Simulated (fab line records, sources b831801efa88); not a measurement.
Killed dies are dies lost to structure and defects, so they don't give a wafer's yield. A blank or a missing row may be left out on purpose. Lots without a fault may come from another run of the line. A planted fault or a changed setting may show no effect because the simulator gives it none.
A struck lot beside a sound one | flow sky130 | 34 steps out of a route of 708
Sound: wafers L286.2, L286.4, L286.5. Struck: wafers L293.2, L293.3, L293.4. The cause comes at the end.
At each step with rows: each side's tool, then ch and its chambers, then its first start. Under that, the readings that differ: sound wafers | struck wafers | difference of the means | sigmas: that difference in standard deviations of wafers without a fault.
alike: readings whose means differ by less than 2 such deviations, and words and numbers that are the same on both sides. not compared: withheld readings, readings that some wafer has no value for, bounds like >300 that may hide the same value, and numbers for which the record gives no deviation and whose values overlap.
The two part at a step that has a row with sigmas, a row that says differs or no value, or rows on one side only. Numbers that don't overlap but have no deviation are shown without sigmas and don't part them. A reading that every wafer of one side lacks parts them only if that side has two wafers or more.

first, 6 steps without rows for these wafers: SKY_METAL5_HMDS_08 (prime time 60 s); SKY_METAL5_COAT_09 (resist thk 1800 nm); SKY_METAL5_SOFTBAKE_10 (time 60 s); SKY_METAL5_EXPOSE_11 (exposes mask MM5, target cd 1600 nm); SKY_METAL5_PEB_12; SKY_METAL5_DEVELOP_13 (develop time 60 s).
SKY_METAL5_DESCUM_14: chemistry O2, time 11 s.
  sound on rie_metal-04 ch 0,1, day 45 01:14; struck on rie_metal-02 ch 0,1, day 46 18:16
  alike: chamber_pressure_mTorr, drypump_motor_current_A, he_backside_leak_sccm, oes_product_au
  not compared: rf_hours_counter_h
SKY_METAL5_METAL_ETCH_15: etches the open film in Cl2/BCl3, stops on SiO2, target depth 1260 nm, time 252 s.
  sound on rie_metal-04 ch 0,1, day 45 01:16; struck on rie_metal-02 ch 0,1, day 46 18:17
  alike: chamber_pressure_mTorr, drypump_motor_current_A, he_backside_leak_sccm, oes_product_au, throttle_valve_pct
  not compared: rf_hours_counter_h
SKY_METAL5_STRIP_16: strips in O2/N2.
  sound on plasma_asher-01 ch 0, day 45 01:31; struck on plasma_asher-04 ch 0,1, day 46 18:32
  alike: chamber_pressure_mTorr, drypump_motor_current_A, oes_product_au, strip_time_to_endpoint_s
  not compared: rf_hours_counter_h
then, 3 steps without rows for these wafers: SKY_METAL5_STRIP_17 (strips in post etch residue remover, time 1200 s); SKY_METAL5_CLEAN_18 (cleans in IPA, time 180 s); SKY_METAL5_CLEAN_19 (cleans in O3/DIW).
SKY_PASSIVATION_CVD_00: deposits SiO2, target thk 90 nm.
  sound on pecvd-01 ch 1,2, day 45 02:09; struck on pecvd-01 ch 0,1,2, day 46 19:10
  reading                                      | sound            | struck          | difference | sigmas
  model.SiO2_of_PASSIVATION_CVD_00.thk_nm (nm) | 90.3 91.79 93.25 | 143 141.6 145.1 | +51        |
  alike: heater_power_w
SKY_PASSIVATION_THK_MEAS_01:
  sound on film_metro-03, day 45 02:11; struck on film_metro-02, day 46 19:11
  reading                     | sound          | struck            | difference | sigmas
  PASSIVATION_CVD_00_THK (nm) | 90.4 91.8 93.2 | 143.0 141.7 145.0 | +51.4      | +47
then, 1 step without rows for these wafers: SKY_PASSIVATION_CVD_02 (deposits Si3N4, target thk 540 nm).
SKY_PASSIVATION_THK_MEAS_03:
  sound on film_metro-02, day 45 02:28; struck on film_metro-04, day 46 19:28
  alike: PASSIVATION_CVD_02_THK
then, 7 steps without rows for these wafers: SKY_PASSIVATION_DEHYDRATE_04 (time 60 s); SKY_PASSIVATION_HMDS_05 (prime time 60 s); SKY_PASSIVATION_COAT_06 (resist thk 3000 nm); SKY_PASSIVATION_SOFTBAKE_07; SKY_PASSIVATION_EXPOSE_08 (exposes mask NSM, target cd 3000 nm); SKY_PASSIVATION_PEB_09; SKY_PASSIVATION_DEVELOP_10 (develop time 60 s).
SKY_PASSIVATION_ETCH_11: etches the open film in CF4/O2, stops on AlCu, target depth 725 nm, time 161.1 s.
  sound on rie_diel-01 ch 0,3, day 45 23:50; struck on rie_diel-02 ch 1,3, day 47 14:56
  reading                                 | sound             | struck            | difference | sigmas
  oes_product_au (a.u.)                   | 0.973 0.970 0.973 | 0.994 1.002 1.001 | +0.027     | +4
  model.etch.depth_nm (nm)                | 697.1 699.9 705.4 | 725.8 730.5 719.3 | +24.4      |
  model.PASSIVATION.feature_depth_nm (nm) | 697.1 699.9 705.4 | 725.8 730.5 719.3 | +24.4      |
  alike: chamber_pressure_mTorr, drypump_motor_current_A, throttle_valve_pct
  not compared: rf_hours_counter_h
SKY_PASSIVATION_STRIP_12: strips in O2/N2.
  sound on plasma_asher-04 ch 0,1, day 45 23:56; struck on plasma_asher-04 ch 0,1, day 47 15:02
  alike: chamber_pressure_mTorr, drypump_motor_current_A, oes_product_au, strip_time_to_endpoint_s
  not compared: rf_hours_counter_h
then, 7 steps without rows for these wafers: SKY_PAD_OPEN_DEHYDRATE_00 (time 60 s); SKY_PAD_OPEN_HMDS_01 (prime time 60 s); SKY_PAD_OPEN_COAT_02 (resist thk 3000 nm); SKY_PAD_OPEN_SOFTBAKE_03; SKY_PAD_OPEN_EXPOSE_04 (exposes mask PDM, target cd 60000 nm); SKY_PAD_OPEN_PEB_05; SKY_PAD_OPEN_DEVELOP_06 (develop time 60 s).
SKY_PAD_OPEN_ETCH_07: etches the open film in CF4/O2, stops on AlCu, target depth 725 nm, time 161.1 s.
  sound on rie_diel-04 ch 0,1,2, day 46 20:56; struck on rie_diel-01 ch 0,1,3, day 48 10:11
  reading                              | sound             | struck            | difference | sigmas
  oes_product_au (a.u.)                | 0.979 0.972 0.984 | 1.009 0.991 0.998 | +0.021     | +3
  model.etch.depth_nm (nm)             | 697.1 699.9 705.4 | 735.6 720 728.5   | +27.2      |
  model.PAD_OPEN.feature_depth_nm (nm) | 697.1 699.9 705.4 | 735.6 720 728.5   | +27.2      |
  alike: chamber_pressure_mTorr, drypump_motor_current_A, throttle_valve_pct
  not compared: rf_hours_counter_h
SKY_PAD_OPEN_STRIP_08: strips in O2/N2.
  sound on plasma_asher-02 ch 0,1, day 46 21:02; struck on plasma_asher-01 ch 0,1, day 48 10:17
  reading                     | sound       | struck      | difference | sigmas
  drypump_motor_current_A (A) | 4.8 4.8 4.9 | 5.7 5.7 5.8 | +0.9       | +2
  alike: chamber_pressure_mTorr, oes_product_au, strip_time_to_endpoint_s
  not compared: rf_hours_counter_h

WHERE THEY PART
First at SKY_PASSIVATION_THK_MEAS_01; last, within this record, at SKY_PAD_OPEN_STRIP_08.

WHY: what the simulator had put in
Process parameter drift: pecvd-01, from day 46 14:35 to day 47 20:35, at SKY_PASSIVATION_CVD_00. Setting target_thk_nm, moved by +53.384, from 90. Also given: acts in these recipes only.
